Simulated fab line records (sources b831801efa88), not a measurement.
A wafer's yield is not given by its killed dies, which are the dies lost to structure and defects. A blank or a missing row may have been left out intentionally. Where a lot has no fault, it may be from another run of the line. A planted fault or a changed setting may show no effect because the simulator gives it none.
fab line records	flow sky130
record: lots: 15	wafers: 45	last-day: 50
route steps=708 shown VIA4@650 METAL5@663
lots with no fault: from the same line, run without faults
start-h: start of the lot's first displayed wafer, in hours after the record's first day	wait-h: time in hours since the lot's previous step	" unchanged from the row above	L1.1+2: a row that stands for several wafers	- no value present, or no start provided	* or withheld: withheld	< > ~ a bound
route shown NAME@n: a module of which the file shows steps, and the number in the route of the first	usual: mean/standard deviation of fault-free wafers	same: alike in all rows	chamber/n: place in a boat	sites: each site's reading	_std_site: standard deviation across them	_edge_site: the outer-site mean with the inner-site mean subtracted	radius-mm: how far each site lies from the wafer's centre	mask NAME#n: copy n	behind: tool/chamber where the wafer was last shaped	hold: the reason the lot was held/the length of the hold in hours/how it ended	device: the n, p or np transistor that did not switch	end of line: the tests these same wafers got at the end of their route	a step given without rows: its recipe and nothing more	killed: the dies lost at the first sort to structure and to defects; this is not the yield of the wafer	map: a wafer's dies, x killed, . not, _ none there
set.NAME: the setting the step ran with; set.NAME@STEP: the setting that earlier step ran with	model.NAME: the simulator's own value behind a step, which no gauge read
route steps across a sampled set of lots; one table per step, one row per wafer
services: from which hour (start-h, from the record's first day; less than 0 if before it) a tool's chamber was out of use, for how many hours, and why
== steps ==
step: SKY_VIA4_OVL_MEAS_11
usual: VIA4_OVL: 0.0/1.6
lot.wafer	tool	chamber	start-h	wait-h	VIA4_OVL[nm]
L985.3	overlay-01	-	999.25	0.1	-0.6
L985.5	"	-	"	"	-0.6
L985.6	"	-	"	"	0.2
L986.1	overlay-01	-	1011.93	0.1	0.0
L986.2	"	-	"	"	0.5
L986.5	"	-	"	"	0.3
L987.2	overlay-01	-	1014.29	0.1	-2.4
L987.3	"	-	"	"	-1.6
L987.5	"	-	"	"	-1.1
L988.1	overlay-02	-	1023.85	0.1	0.8
L988.4	"	-	"	"	-0.6
L988.5	"	-	"	"	-0.1
L989.1	overlay-02	-	1030.75	0.1	-3.0
L989.2	"	-	"	"	-2.3
L989.5	"	-	"	"	-2.7
L990.1	overlay-02	-	1048.96	0.1	0.9
L990.2	"	-	"	"	-0.9
L990.6	"	-	"	"	-0.9
L991.2	overlay-02	-	1053.69	0.1	-0.2
L991.3	"	-	"	"	-1.2
L991.6	"	-	"	"	-1.0
L993.3	overlay-01	-	1057.26	0.1	3.0
L993.5	"	-	"	"	1.8
L993.6	"	-	"	"	-0.6
L998.1	overlay-01	-	1097.95	0.1	0.8
L998.3	"	-	"	"	-1.3
L998.4	"	-	"	"	-0.5
L999.1	overlay-02	-	1103.31	0.1	0.1
L999.2	"	-	"	"	0.5
L999.5	"	-	"	"	-0.3
L101.1	overlay-02	-	1104.30	0.1	-0.3
L101.2	"	-	"	"	0.0
L101.5	"	-	"	"	2.2
L103.2	overlay-02	-	1120.12	0.1	0.4
L103.5	"	-	"	"	3.2
L103.6	"	-	"	"	1.7
L102.1	overlay-02	-	1121.30	0.1	2.4
L102.3	"	-	"	"	2.3
L102.4	"	-	"	"	4.2
L104.1	overlay-02	-	1125.15	0.1	2.1
L104.2	"	-	"	"	1.8
L104.4	"	-	"	"	1.1
L106.3	overlay-02	-	1145.85	0.1	-2.6
L106.4	"	-	"	"	-0.3
L106.5	"	-	"	"	-1.3
step: SKY_VIA4_ETCH_12
recipe: target: SiO2	chemistry: C4F8/O2/Ar	stop-on: TiN	mask-material: NOVOLAK	source-w: 1500	bias-w: 1200	pressure-mtorr: 40	c4f8-flow-sccm: withheld	O2_flow_sccm: 6	Ar_flow_sccm: 300	time-s: withheld	target-depth-a: 5800
usual: oes-product-au: 0.938/0.0043
lot.wafer	tool	chamber	start-h	wait-h	oes-product-au
L985.3	rie-diel-04	3	999.27	0.0	0.939
L985.5	"	2	"	"	0.932
L985.6	"	3	"	"	0.938
L986.1	rie-diel-03	2	1011.97	0.0	0.942
L986.2	"	0	"	"	0.946
L986.5	"	2	"	"	0.941
L987.2	rie-diel-01	0	1014.32	0.0	0.938
L987.3	"	2	"	"	0.939
L987.5	"	2	"	"	0.937
L988.1	rie-diel-04	3	1023.89	0.0	0.934
L988.4	"	1	"	"	0.940
L988.5	"	2	"	"	0.943
L989.1	rie-diel-04	1	1030.79	0.0	0.939
L989.2	"	3	"	"	0.942
L989.5	"	0	"	"	0.943
L990.1	rie-diel-03	1	1049.00	0.0	0.944
L990.2	"	0	"	"	0.935
L990.6	"	2	"	"	0.942
L991.2	rie-diel-04	1	1053.72	0.0	0.936
L991.3	"	0	"	"	0.936
L991.6	"	2	"	"	0.936
L993.3	rie-diel-01	3	1057.29	0.0	0.936
L993.5	"	2	"	"	0.943
L993.6	"	1	"	"	0.928
L998.1	rie-diel-04	1	1097.99	0.0	0.943
L998.3	"	0	"	"	0.932
L998.4	"	3	"	"	0.938
L999.1	rie-diel-01	1	1103.35	0.0	0.937
L999.2	"	3	"	"	0.938
L999.5	"	3	"	"	0.939
L101.1	rie-diel-01	0	1104.34	0.0	0.941
L101.2	"	1	"	"	0.936
L101.5	"	0	"	"	0.939
L103.2	rie-diel-01	2	1120.15	0.0	0.940
L103.5	"	1	"	"	0.941
L103.6	"	0	"	"	0.939
L102.1	rie-diel-01	2	1121.34	0.0	0.939
L102.3	"	0	"	"	0.940
L102.4	"	1	"	"	0.934
L104.1	rie-diel-01	1	1125.19	0.0	0.938
L104.2	"	2	"	"	0.932
L104.4	"	0	"	"	0.936
L106.3	rie-diel-01	3	1145.87	0.0	0.937
L106.4	"	3	"	"	0.933
L106.5	"	1	"	"	0.941
step: SKY_METAL5_SPUTTER_02
recipe: material: AlCu	target-thk-nm: 1150	power-w: 10600	time-s: 61.2	chamber-pressure-pa: 0.4
usual: throttle-valve-pct: 29.8/0.73
lot.wafer	tool	chamber	start-h	wait-h	throttle-valve-pct
L985.3	pvd-sputter-03	-	1000.68	0.0	29.2
L985.5	"	-	"	"	29.2
L985.6	"	-	"	"	29.4
L986.1	pvd-sputter-01	-	1013.42	0.0	30.8
L986.2	"	-	"	"	29.2
L986.5	"	-	"	"	31.1
L987.2	pvd-sputter-01	-	1016.14	0.0	30.7
L987.3	"	-	"	"	29.4
L987.5	"	-	"	"	31.5
L988.1	pvd-sputter-03	-	1025.32	0.0	29.4
L988.4	"	-	"	"	29.2
L988.5	"	-	"	"	30.3
L989.1	pvd-sputter-03	-	1032.44	0.0	29.1
L989.2	"	-	"	"	29.1
L989.5	"	-	"	"	29.0
L990.1	pvd-sputter-03	-	1050.45	0.0	29.7
L990.2	"	-	"	"	29.1
L990.6	"	-	"	"	29.1
L991.2	pvd-sputter-03	-	1055.22	0.0	29.8
L991.3	"	-	"	"	29.3
L991.6	"	-	"	"	29.3
L993.3	pvd-sputter-01	-	1058.69	0.0	30.7
L993.5	"	-	"	"	30.9
L993.6	"	-	"	"	30.5
L998.1	pvd-sputter-04	-	1099.39	0.0	30.3
L998.3	"	-	"	"	28.9
L998.4	"	-	"	"	28.9
L999.1	pvd-sputter-04	-	1104.80	0.0	30.0
L999.2	"	-	"	"	30.7
L999.5	"	-	"	"	28.8
L101.1	pvd-sputter-04	-	1105.90	0.0	30.7
L101.2	"	-	"	"	29.5
L101.5	"	-	"	"	29.1
L103.2	pvd-sputter-01	-	1121.71	0.0	30.7
L103.5	"	-	"	"	30.4
L103.6	"	-	"	"	30.8
L102.1	pvd-sputter-03	-	1122.90	0.0	29.5
L102.3	"	-	"	"	29.8
L102.4	"	-	"	"	29.0
L104.1	pvd-sputter-03	-	1126.75	0.0	28.8
L104.2	"	-	"	"	29.6
L104.4	"	-	"	"	30.0
L106.3	pvd-sputter-03	-	1147.32	0.0	29.0
L106.4	"	-	"	"	29.9
L106.5	"	-	"	"	29.7
step: SKY_METAL5_SPUTTER_04
recipe: material: TiN	target-thk-nm: 70	power-w: 6500	time-s: 58.3	chamber-pressure-pa: 0.4
usual: throttle-valve-pct: 29.8/0.75
same: time-s: 58.3
lot.wafer	tool	chamber	start-h	wait-h	throttle-valve-pct
L985.3	pvd-sputter-03	-	1000.74	0.0	29.3
L985.5	"	-	"	"	28.9
L985.6	"	-	"	"	29.8
L986.1	pvd-sputter-01	-	1013.49	0.0	30.7
L986.2	"	-	"	"	29.4
L986.5	"	-	"	"	31.4
L987.2	pvd-sputter-01	-	1016.21	0.0	30.8
L987.3	"	-	"	"	29.4
L987.5	"	-	"	"	31.3
L988.1	pvd-sputter-03	-	1025.39	0.0	29.2
L988.4	"	-	"	"	29.1
L988.5	"	-	"	"	29.8
L989.1	pvd-sputter-03	-	1032.51	0.0	29.2
L989.2	"	-	"	"	29.1
L989.5	"	-	"	"	29.0
L990.1	pvd-sputter-03	-	1050.52	0.0	29.8
L990.2	"	-	"	"	29.3
L990.6	"	-	"	"	29.2
L991.2	pvd-sputter-03	-	1055.29	0.0	30.1
L991.3	"	-	"	"	29.5
L991.6	"	-	"	"	29.4
L993.3	pvd-sputter-01	-	1058.76	0.0	30.6
L993.5	"	-	"	"	30.8
L993.6	"	-	"	"	30.3
L998.1	pvd-sputter-04	-	1099.46	0.0	30.3
L998.3	"	-	"	"	28.8
L998.4	"	-	"	"	28.9
L999.1	pvd-sputter-04	-	1104.87	0.0	30.1
L999.2	"	-	"	"	30.8
L999.5	"	-	"	"	28.7
L101.1	pvd-sputter-04	-	1105.97	0.0	30.5
L101.2	"	-	"	"	29.0
L101.5	"	-	"	"	28.8
L103.2	pvd-sputter-01	-	1121.77	0.0	30.8
L103.5	"	-	"	"	30.3
L103.6	"	-	"	"	30.7
L102.1	pvd-sputter-03	-	1122.97	0.0	29.7
L102.3	"	-	"	"	29.9
L102.4	"	-	"	"	29.1
L104.1	pvd-sputter-03	-	1126.82	0.0	29.0
L104.2	"	-	"	"	29.7
L104.4	"	-	"	"	30.0
L106.3	pvd-sputter-03	-	1147.39	0.0	29.3
L106.4	"	-	"	"	30.3
L106.5	"	-	"	"	29.8
step: SKY_METAL5_RS_MEAS_05
recipe: thk-meas-gauge: four-point-probe	reads: TiN_of_METAL5_SPUTTER_04+Ti_of_METAL5_SPUTTER_03+AlCu_of_METAL5_SPUTTER_02+TiN_of_METAL5_SPUTTER_01+Ti_of_METAL5_SPUTTER_00
usual: METAL5_ALCU_RS: 0.0271/0.00032
lot.wafer	tool	chamber	start-h	wait-h	hold	METAL5_ALCU_RS[ohm/sq]
L985.3	film-metro-04	-	1000.83	0.1	-	0.0271
L985.5	"	-	"	"	-	0.0269
L985.6	"	-	"	"	-	0.0275
L986.1	film-metro-01	-	1013.54	0.0	-	0.0272
L986.2	"	-	"	"	-	0.0268
L986.5	"	-	"	"	-	0.0269
L987.2	film-metro-01	-	1016.27	0.0	-	0.0273
L987.3	"	-	"	"	-	0.0269
L987.5	"	-	"	"	-	0.0269
L988.1	film-metro-01	-	1025.44	0.0	-	0.0269
L988.4	"	-	"	"	-	0.0269
L988.5	"	-	"	"	-	0.0271
L989.1	film-metro-04	-	1032.56	0.0	-	0.0269
L989.2	"	-	"	"	-	0.0268
L989.5	"	-	"	"	-	0.0270
L990.1	film-metro-03	-	1050.57	0.0	-	0.0273
L990.2	"	-	"	"	-	0.0270
L990.6	"	-	"	"	-	0.0269
L991.2	film-metro-03	-	1055.36	0.0	-	0.0273
L991.3	"	-	"	"	-	0.0269
L991.6	"	-	"	"	-	0.0269
L993.3	film-metro-04	-	1058.85	0.1	-	0.0274
L993.5	"	-	"	"	-	0.0274
L993.6	"	-	"	"	-	0.0270
L998.1	film-metro-01	-	1099.51	0.0	await-dispo/0.2h/release	0.0268
L998.3	"	-	"	"	await-dispo/0.2h/release	0.0146
L998.4	"	-	"	"	await-dispo/0.2h/release	0.0268
L998.1	film-metro-01	-	1099.80	0.3	-	0.0269
L998.3	"	-	"	"	-	0.0146
L998.4	"	-	"	"	-	0.0268
L999.1	film-metro-04	-	1104.92	0.0	await-dispo/0.2h/release	0.0276
L999.2	"	-	"	"	await-dispo/0.2h/release	0.0272
L999.5	"	-	"	"	await-dispo/0.2h/release	0.0148
L999.1	film-metro-04	-	1105.20	0.3	-	0.0276
L999.2	"	-	"	"	-	0.0272
L999.5	"	-	"	"	-	0.0148
L101.1	film-metro-01	-	1106.02	0.0	await-dispo/0.2h/release	0.0274
L101.2	"	-	"	"	await-dispo/0.2h/release	0.0274
L101.5	"	-	"	"	await-dispo/0.2h/release	0.0147
L101.1	film-metro-01	-	1106.31	0.3	-	0.0274
L101.2	"	-	"	"	-	0.0274
L101.5	"	-	"	"	-	0.0147
L103.2	film-metro-01	-	1121.84	0.0	-	0.0272
L103.5	"	-	"	"	-	0.0271
L103.6	"	-	"	"	-	0.0273
L102.1	film-metro-04	-	1123.01	0.0	-	0.0271
L102.3	"	-	"	"	-	0.0270
L102.4	"	-	"	"	-	0.0270
L104.1	film-metro-03	-	1126.86	0.0	-	0.0278
L104.2	"	-	"	"	-	0.0278
L104.4	"	-	"	"	-	0.0280
L106.3	film-metro-04	-	1147.48	0.1	-	0.0276
L106.4	"	-	"	"	-	0.0276
L106.5	"	-	"	"	-	0.0276
step: SKY_METAL5_THK_MEAS_06
recipe: thk-meas-gauge: xrf	reads: AlCu_of_METAL5_SPUTTER_02
usual: METAL5_ALCU_THK: 1147/16
lot.wafer	tool	chamber	start-h	wait-h	hold	METAL5_ALCU_THK[nm]
L985.3	film-metro-04	-	1000.93	0.1	-	1144
L985.5	"	-	"	"	-	1153
L985.6	"	-	"	"	-	1127
L986.1	film-metro-01	-	1013.66	0.1	-	1123
L986.2	"	-	"	"	-	1142
L986.5	"	-	"	"	-	1137
L987.2	film-metro-01	-	1016.38	0.1	-	1128
L987.3	"	-	"	"	-	1144
L987.5	"	-	"	"	-	1135
L988.1	film-metro-01	-	1025.56	0.1	-	1137
L988.4	"	-	"	"	-	1138
L988.5	"	-	"	"	-	1127
L989.1	film-metro-04	-	1032.68	0.1	-	1165
L989.2	"	-	"	"	-	1167
L989.5	"	-	"	"	-	1152
L990.1	film-metro-03	-	1050.69	0.1	-	1146
L990.2	"	-	"	"	-	1167
L990.6	"	-	"	"	-	1171
L991.2	film-metro-03	-	1055.47	0.1	-	1150
L991.3	"	-	"	"	-	1165
L991.6	"	-	"	"	-	1162
L993.3	film-metro-04	-	1058.95	0.1	-	1126
L993.5	"	-	"	"	-	1130
L993.6	"	-	"	"	-	1142
L998.1	film-metro-01	-	1102.99	3.2	await-dispo/0.2h/release	1153
L998.3	"	-	"	"	await-dispo/0.2h/release	2104
L998.4	"	-	"	"	await-dispo/0.2h/release	1141
L998.1	film-metro-01	-	1103.25	0.2	-	1147
L998.3	"	-	"	"	-	2096
L998.4	"	-	"	"	-	1147
L999.1	film-metro-04	-	1107.65	2.4	await-dispo/0.2h/release	1123
L999.2	"	-	"	"	await-dispo/0.2h/release	1133
L999.5	"	-	"	"	await-dispo/0.2h/release	2086
L999.1	film-metro-04	-	1107.88	0.2	-	1122
L999.2	"	-	"	"	-	1139
L999.5	"	-	"	"	-	2080
L101.1	film-metro-01	-	1117.70	11.4	await-dispo/0.2h/release	1124
L101.2	"	-	"	"	await-dispo/0.2h/release	1128
L101.5	"	-	"	"	await-dispo/0.2h/release	2083
L101.1	film-metro-01	-	1117.93	0.2	-	1126
L101.2	"	-	"	"	-	1126
L101.5	"	-	"	"	-	2101
L103.2	film-metro-01	-	1121.95	0.1	-	1134
L103.5	"	-	"	"	-	1134
L103.6	"	-	"	"	-	1127
L102.1	film-metro-04	-	1123.13	0.1	-	1148
L102.3	"	-	"	"	-	1153
L102.4	"	-	"	"	-	1151
L104.1	film-metro-03	-	1126.98	0.1	-	1145
L104.2	"	-	"	"	-	1134
L104.4	"	-	"	"	-	1132
L106.3	film-metro-04	-	1147.58	0.1	-	1141
L106.4	"	-	"	"	-	1134
L106.5	"	-	"	"	-	1138
step: SKY_METAL5_METAL_ETCH_15
recipe: target-depth-a: 12600	stop-on: SiO2	over-etch-frac: 0.2	time-s: 252	chemistry: Cl2/BCl3	resist-sidewall-deg: 86	pressure-mtorr: 10	icp-w: 900	bias-w: 48.5	Cl2_flow_sccm: 60	bcl3-flow-sccm: 30
usual: drypump-motor-current-A: 6.02/0.29	oes-product-au: 0.894/0.0048	throttle-valve-pct: 22.265/0.0091
same: time-s: 252
lot.wafer	tool	chamber	start-h	wait-h	drypump-motor-current-A	oes-product-au	rf-hours-counter-h	throttle-valve-pct
L985.3	rie-metal-03	0	1023.53	0.1	6.16	0.890	-	22.269
L985.5	"	1	"	"	6.04	0.895	-	22.271
L985.6	"	0	"	"	6.17	0.892	-	22.279
L986.1	rie-metal-03	0	1036.11	0.0	6.17	0.894	20	22.264
L986.2	"	1	"	"	6.07	0.901	14	22.275
L986.5	"	0	"	"	6.18	0.892	-	22.266
L987.2	rie-metal-04	1	1038.31	0.0	6.23	0.886	15	22.261
L987.3	"	0	"	"	6.09	0.889	-	22.274
L987.5	"	1	"	"	6.20	0.900	-	22.264
L988.1	rie-metal-04	1	1047.16	0.0	6.22	0.891	16	22.275
L988.4	"	0	"	"	6.10	0.896	-	22.258
L988.5	"	1	"	"	6.23	0.894	-	22.278
L989.1	rie-metal-04	0	1054.32	0.0	6.10	0.889	10	22.261
L989.2	"	1	"	"	6.27	0.891	16	22.257
L989.5	"	0	"	"	6.10	0.895	-	22.266
L990.1	rie-metal-03	1	1070.69	0.0	6.06	0.896	16	22.235
L990.2	"	0	"	"	6.19	0.893	22	22.264
L990.6	"	1	"	"	6.06	0.894	-	22.290
L991.2	rie-metal-02	1	1076.96	0.0	5.44	0.895	17	22.265
L991.3	"	0	"	"	6.20	0.894	-	22.279
L991.6	"	1	"	"	5.41	0.894	-	22.275
L993.3	rie-metal-03	0	1080.23	0.1	6.18	0.888	-	22.274
L993.5	"	0	"	"	6.17	0.898	-	22.254
L993.6	"	1	"	"	6.06	0.889	-	22.266
L998.1	rie-metal-04	0	1118.79	0.0	6.09	0.891	14	22.276
L998.3	"	0	"	"	6.08	0.987	-	22.255
L998.4	"	1	"	"	6.25	0.898	-	22.254
L999.1	rie-metal-02	0	1124.26	0.0	6.18	0.894	6	22.268
L999.2	"	1	"	"	5.40	0.892	21	22.268
L999.5	"	1	"	"	5.44	0.997	-	22.281
L101.1	rie-metal-02	0	1125.84	0.0	6.18	0.904	6	22.287
L101.2	"	1	"	"	5.43	0.892	21	22.269
L101.5	"	0	"	"	6.18	1.008	-	22.271
L103.2	rie-metal-02	0	1140.51	0.0	6.18	0.900	8	22.253
L103.5	"	1	"	"	5.41	0.887	-	22.254
L103.6	"	0	"	"	6.21	0.885	-	22.268
L102.1	rie-metal-03	1	1142.34	0.0	6.08	0.892	20	22.264
L102.3	"	1	"	"	6.08	0.897	-	22.245
L102.4	"	0	"	"	6.18	0.888	-	22.262
L104.1	rie-metal-04	0	1145.84	0.0	6.10	0.894	16	22.269
L104.2	"	1	"	"	6.23	0.898	24	22.258
L104.4	"	1	"	"	6.23	0.894	-	22.258
L106.3	rie-metal-03	0	1166.00	0.1	6.20	0.896	-	22.263
L106.4	"	1	"	"	6.03	0.889	-	22.272
L106.5	"	1	"	"	6.07	0.903	-	22.252
== services ==
tool	chamber	start-h	hours	kind
rie-metal-04	1	988.97	15.5	repair
rie-diel-03	3	999.98	4.8	repair
rie-metal-02	-	1010.42	26.5	repair
rie-diel-01	2	1025.07	4.6	repair
pvd-sputter-03	3	1025.44	-	consumable-replace:kit
pvd-sputter-03	3	1025.44	18.0	scheduled-down
pvd-sputter-03	3	1025.44	18.0	vent-cycle
rie-metal-04	-	1048.09	2.8	pm
pvd-sputter-04	-	1048.40	6.9	repair
rie-metal-04	-	1064.56	0.1	repair
rie-diel-03	-	1068.13	15.6	pm
rie-diel-01	3	1068.50	4.0	repair
rie-metal-04	0	1076.83	11.8	repair
rie-metal-03	-	1085.60	28.1	pm
pvd-sputter-01	-	1093.31	1.3	repair
rie-diel-03	1	1096.36	1.8	repair
rie-diel-03	0	1099.12	3.5	repair
rie-diel-03	-	1101.18	2.8	pm
pvd-sputter-04	-	1114.19	7.6	repair
rie-diel-03	1	1121.74	3.7	repair
pvd-sputter-03	2	1128.64	-	consumable-replace:kit
pvd-sputter-03	2	1128.64	18.0	scheduled-down
pvd-sputter-03	2	1128.64	18.0	vent-cycle
rie-diel-04	1	1138.04	11.3	repair
== key ==
first-sign: step: SKY_METAL5_RS_MEAS_05	reading: visit	direction: added
effect: step: SKY_METAL5_RS_MEAS_05	reading: METAL5_ALCU_RS	direction: down	sigmas: 38	usual: 0.0271	struck: 0.0147
effect: step: SKY_METAL5_THK_MEAS_06	reading: visit	direction: added
effect: step: SKY_METAL5_THK_MEAS_06	reading: METAL5_ALCU_THK	direction: up	sigmas: 61	usual: 1147	struck: 2091
effect: step: SKY_METAL5_METAL_ETCH_15	reading: oes-product-au	direction: up	sigmas: 22	usual: 0.894	struck: 0.997
met-at SKY_METAL5_SPUTTER_02
struck-lots L998,L999,L101
struck-wafers L998.3,L999.5,L101.5
later-rows-left-out L998.3,L999.5,L101.5
sort-left-out L998.3,L999.5,L101.5
not-acting-at SKY_VIA4_OVL_MEAS_11,SKY_VIA4_ETCH_12,SKY_METAL5_SPUTTER_04
fault: kind: process-parameter-drift	tool: pvd-sputter-04	chamber: -	onset-h: 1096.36	steps: SKY_METAL5_SPUTTER_02	channel: target-thk-nm	offset: 960.72	shape: step	end-h: 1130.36	acts-in: these-recipes-only	stated: 1150	scope: struck-wafers-only
sort-left-out: the simulated sort isn't trusted on such a fault, so these wafers' sort isn't shown, and their yield isn't known
later-rows-left-out: the simulator's readings of these wafers behind a module that went badly wrong aren't trusted and aren't shown, but for the sort
